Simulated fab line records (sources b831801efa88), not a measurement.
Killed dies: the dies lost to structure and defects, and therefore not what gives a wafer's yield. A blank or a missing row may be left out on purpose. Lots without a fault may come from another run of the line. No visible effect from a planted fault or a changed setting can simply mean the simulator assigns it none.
Problem report in the 8D (eight disciplines) form, filled by code	flow sky130	the parts of the form that need people (team, actions taken, sign-off) are left out

1. THE PROBLEM
VIA1_HDPCVD_THK at SKY_VIA1_THK_MEAS_01 reads a mean of 924 nm on 1 wafer of 1 lot; wafers without a fault read 1033 nm with a standard deviation of 11. Relative to the usual mean, that is a shift of -9.9 standard deviations.
Earliest sighting: wafer L496.5 on filmMetro-01 at day 36 14:02. The record holds 35 wafers of 12 lots with a number at this step. The rule behind "out" and "out of limits": a value lying over 4 standard deviations away from the usual mean. The rest of the wafers with a number are treated as sound.

2. WHAT IT IS, AND WHAT IT ISN'T
question	is	is not
which readings at this step	VIA1_HDPCVD_THK	-
which lots	L496	L486, L487, L488, L489, L490, L491, L492, L504, L507, L508, L509
which wafers of those lots	L496.5	L496.1
read on which gauges	filmMetro-01	filmMetro-03, filmMetro-04
when	from day 36 14:02	up to then (22 sound wafers); but 12 sound wafers of L504, L507, L508, L509 came after

3. THE SUSPECTS, EACH WITH WHAT RULES IT OUT
Counting: any tool at a process step up to the reading remains a suspect provided it ran every lot that is out. Sound lots after the first of them don't rule it out here, since some wafers of a struck lot are sound.
- ruled out: the gauge at SKY_VIA1_THK_MEAS_01. All the wafers that are out were read on filmMetro-01, but those of them that SKY_VIA1_HDPCVD_00 has rows for are out there too, on other tools.
- cmp-01 at SKY_CONTACT_CMP_27 (polishes, stops on SiO2, t overpolish 15 s, target thk 0 nm): kept. The lot that is out, L496, ran on it at day 35 10:11; the last sound lot it ran before that was L491, at day 34 05:24.
- pvdSputter-03 at SKY_METAL1_SPUTTER_04 (material TiN, target thk 70 nm, time 58.3 s): kept. The lot that is out, L496, ran on it at day 35 10:28; the last sound lot it ran before that was L489, at day 32 18:11.
- hdpcvd-02 at SKY_VIA1_HDPCVD_00 (deposits SiO2, target thk 1030 nm, time 171.7 s): kept. The lot that is out, L496, ran on it at day 36 13:55; the last sound lot it ran before that was L488, at day 33 18:40. On those wafers its own readings are out: runLengthS.
- At SKY_CONTACT_CMP_27 on cmp-01, chamber 3 took the sound wafers of the same lots and chamber 1 took the wafers that are out.
After the count, these remain: cmp-01 at SKY_CONTACT_CMP_27, pvdSputter-03 at SKY_METAL1_SPUTTER_04 and hdpcvd-02 at SKY_VIA1_HDPCVD_00.

4. THE CAUSE (what the simulator had put in)
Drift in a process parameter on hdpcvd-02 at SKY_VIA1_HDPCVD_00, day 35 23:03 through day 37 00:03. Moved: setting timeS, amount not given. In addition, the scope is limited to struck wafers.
This tool is one of the 3 suspects left after counting.

5. SEQUENCE OF EFFECTS, ordered by route
Rows list readings where the struck wafers' mean (over those with a number) sits beyond 3 standard deviations from the usual. Only readings whose record carries a usual standard deviation are examined. hours: median over the lots of the time between each lot's start at the first step of this table that gives one and its start at this step. sigmas: the change, counted in usual standard deviations.
hours	step	reading	usual	on struck wafers	change	sigmas
0	SKY_VIA1_HDPCVD_00	runLengthS	199.3 s	181.4	-17.9	-39
0	SKY_VIA1_THK_MEAS_01	VIA1_HDPCVD_THK	1033 nm	924	-109	-9.9
Its process steps:
- SKY_VIA1_HDPCVD_00: deposits SiO2, target thk 1030 nm, time 171.7 s.

6. WHAT WOULD HAVE CAUGHT IT SOONER
15 hours passed between the start of the fault at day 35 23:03 and the first reading out of limits at a measuring or inspecting step in this record, taken at day 36 14:02.
Tool's own readings at SKY_VIA1_HDPCVD_00, runLengthS: out on all struck wafers the step has rows for; an alarm limit on them would have tripped on the first.
All the lots that are out (1) had begun SKY_VIA1_HDPCVD_00 on hdpcvd-02 by day 36 14:02. None of them would have been spared by holding the tool at that moment.
